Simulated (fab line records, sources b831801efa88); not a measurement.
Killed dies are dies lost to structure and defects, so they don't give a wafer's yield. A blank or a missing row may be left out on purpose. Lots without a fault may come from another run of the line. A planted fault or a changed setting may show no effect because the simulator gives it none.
Which tool did it? | flow gf180mcu | 13 lots, 39 wafers sampled, at 5 steps of a route of 602

WHAT THE GAUGES READ, wafer by wafer
GF_HV_LDD_RS_MEAS_53: measures by four-point-probe. Usual: HV_LDD_RS 418.1 ohm/sq, standard deviation 0.88.
lot  | measured     | on            | HV_LDD_RS (ohm/sq) | flag
L612 | day 12 15:30 | film_metro-04 | 418.8 418.7 419.2  |
L613 | day 13 01:59 | film_metro-04 | 419.0 417.7 417.7  |
L614 | day 13 08:05 | film_metro-02 | 417.8 417.7 418.2  |
L617 | day 14 10:52 | film_metro-01 | 417.5 418.7 418.5  |
L616 | day 14 12:15 | film_metro-04 | 417.2 417.6 417.5  |
L622 | day 16 07:34 | film_metro-04 | 422.7 421.8 421.5  | OFF
L623 | day 16 15:34 | film_metro-02 | 418.6 417.3 419.3  |
L624 | day 17 03:11 | film_metro-04 | 421.3 421.3 422.5  | OFF
L625 | day 17 05:21 | film_metro-01 | 419.1 419.8 418.0  |
L629 | day 18 17:35 | film_metro-02 | 418.3 418.0 418.4  |
L631 | day 19 04:19 | film_metro-02 | 416.7 418.6 416.9  |
L630 | day 19 06:14 | film_metro-01 | 417.8 417.7 417.1  |
L633 | day 20 02:18 | film_metro-02 | 416.6 416.0 416.2  |

GF_V3_CD_MEAS_14: target cd 260 nm. Usual: cd_nm 260.1 nm, standard deviation 1.2.
lot  | measured     | on        | cd_nm (nm)        | flag
L612 | day 22 15:59 | cd_sem-02 | 260.0 258.6 260.7 |
L613 | day 23 01:16 | cd_sem-02 | 260.2 260.5 258.8 |
L614 | day 23 09:28 | cd_sem-02 | 258.7 259.5 259.5 |
L617 | day 24 16:15 | cd_sem-02 | 260.7 260.0 259.9 |
L616 | day 24 18:05 | cd_sem-01 | 259.7 258.1 258.8 |
L622 | day 26 12:47 | cd_sem-02 | 259.3 258.9 259.1 |
L623 | day 26 18:20 | cd_sem-01 | 260.0 260.1 260.7 |
L624 | day 27 05:13 | cd_sem-01 | 261.2 260.0 261.2 |
L625 | day 27 06:44 | cd_sem-01 | 261.8 261.9 262.4 |
L629 | day 28 16:36 | cd_sem-02 | 262.1 262.0 262.7 |
L631 | day 28 21:05 | cd_sem-01 | 260.4 260.6 259.7 |
L630 | day 29 02:07 | cd_sem-01 | 260.6 259.9 261.3 |
L633 | day 29 16:25 | cd_sem-02 | 260.6 260.5 260.3 |

WHICH TOOL RAN EACH LOT (tool, then ch and the chambers of the sampled wafers, then the start)
lot  | GF_HV_LDD_IMPLANT_33            | GF_V2_ETCH_17                                 | GF_M3_METAL_ETCH_16
L612 | implanter-03 ch 0, day 11 19:11 | rie_diel-02 ch 0,2,3, day 21 14:54 or earlier | rie_metal-03 ch 0,1, day 21 14:54
L613 | implanter-04 ch 0, day 12 05:38 | rie_diel-02 ch 0,1,3, day 22 00:36 or earlier | rie_metal-02 ch 0,1, day 22 00:36
L614 | implanter-03 ch 0, day 12 10:47 | rie_diel-03 ch 2,3, day 22 09:20 or earlier   | rie_metal-02 ch 0,1, day 22 09:20
L617 | implanter-04 ch 0, day 13 14:20 | rie_diel-04 ch 0,2,3, day 23 16:38 or earlier | rie_metal-02 ch 0,1, day 23 16:38
L616 | implanter-01 ch 0, day 13 15:18 | rie_diel-02 ch 0,3, day 23 18:20 or earlier   | rie_metal-01 ch 0,1, day 23 18:20
L622 | implanter-04 ch 0, day 15 07:59 | rie_diel-03 ch 0,2,3, day 25 14:58 or earlier | rie_metal-03 ch 0,1, day 25 14:58
L623 | implanter-03 ch 0, day 15 16:39 | rie_diel-03 ch 0,1,3, day 25 19:59 or earlier | rie_metal-03 ch 0,1, day 25 19:59
L624 | implanter-04 ch 0, day 16 00:08 | rie_diel-04 ch 0,3, day 26 07:09 or earlier   | rie_metal-01 ch 0,1, day 26 07:09
L625 | implanter-01 ch 0, day 16 05:38 | rie_diel-03 ch 0,3, day 26 08:29 or earlier   | rie_metal-03 ch 0, day 26 08:29
L629 | implanter-03 ch 0, day 17 17:36 | rie_diel-03 ch 1,3, day 27 19:34 or earlier   | rie_metal-01 ch 0,1, day 27 19:34
L631 | implanter-03 ch 0, day 18 03:10 | rie_diel-02 ch 0,3, day 28 00:26 or earlier   | rie_metal-01 ch 0,1, day 28 00:26
L630 | implanter-01 ch 0, day 18 05:20 | rie_diel-02 ch 0,1, day 28 05:28 or earlier   | rie_metal-01 ch 0,1, day 28 05:28
L633 | implanter-03 ch 0, day 19 00:44 | rie_diel-04 ch 0,2, day 28 20:00 or earlier   | rie_metal-02 ch 0,1, day 28 20:00
- GF_HV_LDD_IMPLANT_33
- GF_V2_ETCH_17: etches SiO2 in C4F8/O2/Ar, stops on TiN, target depth 630 nm.
- GF_M3_METAL_ETCH_16: etches the open film in Cl2/BCl3, stops on SiO2, target depth 750.8 nm, time 125.1 s.

WHAT THE TOOLS THEMSELVES READ (means of the sampled wafers that have a number; where no wafer has one, the mark that the record gives instead)
GF_HV_LDD_IMPLANT_33. Usual: beam_on_s 10.01 s, standard deviation 0.19; dose_ions_cm2 7.5e+12, standard deviation 7.3e+09; faraday_current_uA 42.3, standard deviation 0.81.
lot  | tool         | beam_on_s (s) | dose_ions_cm2 | faraday_current_uA | flag
L612 | implanter-03 | 10.00         | 7.5e+12       | 42.4               |
L613 | implanter-04 | 9.99          | 7.5e+12       | 42.3               |
L614 | implanter-03 | 9.92          | 7.5e+12       | 42.6               |
L617 | implanter-04 | 10.06         | 7.5e+12       | 42.0               |
L616 | implanter-01 | 10.06         | 7.5e+12       | 42.1               |
L622 | implanter-04 | 10.09         | 6.4e+12       | 36.0               | OFF
L623 | implanter-03 | 10.10         | 7.5e+12       | 41.9               |
L624 | implanter-04 | 10.14         | 6.4e+12       | 36.0               | OFF
L625 | implanter-01 | 10.05         | 7.5e+12       | 42.0               |
L629 | implanter-03 | 9.95          | 7.5e+12       | 42.5               |
L631 | implanter-03 | 10.07         | 7.5e+12       | 42.0               |
L630 | implanter-01 | 10.01         | 7.5e+12       | 42.2               |
L633 | implanter-03 | 9.82          | 7.5e+12       | 43.1               |

GF_V2_ETCH_17. Usual: oes_product_au 0.855 a.u., standard deviation 0.0045.
lot  | tool        | oes_product_au (a.u.) | flag
L612 | rie_diel-02 | 0.854                 |
L613 | rie_diel-02 | 0.854                 |
L614 | rie_diel-03 | 0.857                 |
L617 | rie_diel-04 | 0.862                 |
L616 | rie_diel-02 | 0.857                 |
L622 | rie_diel-03 | 0.856                 |
L623 | rie_diel-03 | 0.851                 |
L624 | rie_diel-04 | 0.856                 |
L625 | rie_diel-03 | 0.854                 |
L629 | rie_diel-03 | 0.854                 |
L631 | rie_diel-02 | 0.856                 |
L630 | rie_diel-02 | 0.855                 |
L633 | rie_diel-04 | 0.854                 |

GF_M3_METAL_ETCH_16. Usual: drypump_motor_current_A 6.0 A, standard deviation 0.37; oes_product_au 0.991 a.u., standard deviation 0.0054; throttle_valve_pct 28.229 %, standard deviation 0.01.
lot  | tool         | drypump_motor_current_A (A) | oes_product_au (a.u.) | throttle_valve_pct (%) | flag
L612 | rie_metal-03 | 6.2                         | 0.989                 | 28.226                 |
L613 | rie_metal-02 | 5.6                         | 0.989                 | 28.223                 |
L614 | rie_metal-02 | 5.6                         | 0.993                 | 28.227                 |
L617 | rie_metal-02 | 6.0                         | 0.990                 | 28.225                 |
L616 | rie_metal-01 | 6.1                         | 0.985                 | 28.234                 |
L622 | rie_metal-03 | 6.1                         | 0.997                 | 28.227                 |
L623 | rie_metal-03 | 6.2                         | 0.990                 | 28.223                 |
L624 | rie_metal-01 | 6.0                         | 0.994                 | 28.238                 |
L625 | rie_metal-03 | 6.3                         | 0.995                 | 28.224                 |
L629 | rie_metal-01 | 6.0                         | 0.993                 | 28.241                 |
L631 | rie_metal-01 | 6.1                         | 0.989                 | 28.229                 |
L630 | rie_metal-01 | 6.1                         | 0.991                 | 28.224                 |
L633 | rie_metal-02 | 5.6                         | 0.994                 | 28.238                 |

THE ANSWER, worked out from the rows above alone
Rule: a lot is off if the mean of its wafers that have a number lies more than 3 standard deviations from the usual mean. A lot without any number at a reading at which 4 lots or more have one is off too. The other lots that the step has rows for count as sound. The gauges are gone through in route order, then the tools' own readings, and for those a lot's mean is taken as printed above. The first step at which some lot is off is used, and at that step the reading that is off furthest; a lot without a number counts as furthest.
Off: L622, L624, at GF_HV_LDD_RS_MEAS_53 (HV_LDD_RS).
A tool fits if, at a process step before that reading, it ran every lot that is off, and no sound lot after the first of them. The gauges at GF_HV_LDD_RS_MEAS_53 aren't tried: what is off there is off at GF_HV_LDD_IMPLANT_33 too, on other tools, and a gauge's error can't cause that. One fits: implanter-04 at GF_HV_LDD_IMPLANT_33. Its last sound lot is L617 (day 13 14:20), its first lot that is off L622 (day 15 07:59): a fault that began between those two fits.
The tool's own readings at GF_HV_LDD_IMPLANT_33 bear it out: on the lots that are off they differ by more than 5 times the standard deviation of the sound lots' means. dose_ions_cm2 reads 6.4e+12 there against 7.5e+12 on the sound lots; faraday_current_uA reads 36.0 there against 42.3 on the sound lots.

WHAT THE SIMULATOR HAD PUT IN
Process parameter drift: implanter-04, from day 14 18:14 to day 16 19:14, at GF_HV_LDD_IMPLANT_33. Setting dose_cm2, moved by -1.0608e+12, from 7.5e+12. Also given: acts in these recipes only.
Lots struck among those shown: L622, L624. The rule above found the same.
